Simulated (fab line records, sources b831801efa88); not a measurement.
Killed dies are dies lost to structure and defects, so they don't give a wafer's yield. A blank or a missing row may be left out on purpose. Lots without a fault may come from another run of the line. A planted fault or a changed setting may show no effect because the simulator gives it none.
One fault seen from 2 desks | flow gf180mcu | each desk has only its own numbers; what lay behind them comes last

THE METROLOGY DESK
What the gauges read, lot by lot, whatever tool the lot ran on: means of the sampled wafers that have a number. A lot is out of limits, marked OUT, if its mean lies more than 4 standard deviations from the usual mean; the brackets give that distance.
Columns: A = V4_CVD_00_THK at GF_V4_THK_MEAS_01, usual 598 nm
lot  | first seen here | A
L888 | day 23 18:10    | 594
L889 | day 23 22:31    | 598
L890 | day 24 11:43    | 597
L891 | day 24 19:50    | 594
L892 | day 25 05:58    | 604
L893 | day 25 17:52    | 605
L894 | day 26 02:13    | 591
L896 | day 26 19:29    | 600
L897 | day 26 22:18    | 610
L898 | day 27 05:22    | 599
L900 | day 27 18:23    | 595
L905 | day 29 01:18    | 596
L909 | day 30 04:13    | 596
This desk's finding: nothing out of limits on any of the 13 lots.

THE TOOL OWNER'S DESK: pvd_sputter-02
The tool's own readings at GF_M3_SPUTTER_02 (material AlCu, target thk 450 nm, time 23.9 s): means of the sampled wafers that have a number, for each lot that ran on this tool. A lot is out of limits, marked OUT, if its mean lies more than 4 standard deviations from the usual mean; the brackets give that distance.
Columns: A = throttle_valve_pct at GF_M3_SPUTTER_02, usual 30.0 %
lot  | first seen here | A
L889 | day 20 18:54    | 30.1
L890 | day 21 10:58    | 30.2
L891 | day 21 18:47    | 30.5
L892 | day 22 05:44    | 30.4
L893 | day 22 19:05    | 30.6
L896 | day 23 22:46    | 30.4
L905 | day 26 09:11    | 29.6
L909 | day 27 14:05    | 30.5
This desk's finding: nothing out of limits on any of the 8 lots.

PUT TOGETHER
The metrology desk saw nothing out of limits.
The tool owner's desk saw nothing out of limits.

WHAT THE SIMULATOR HAD PUT IN
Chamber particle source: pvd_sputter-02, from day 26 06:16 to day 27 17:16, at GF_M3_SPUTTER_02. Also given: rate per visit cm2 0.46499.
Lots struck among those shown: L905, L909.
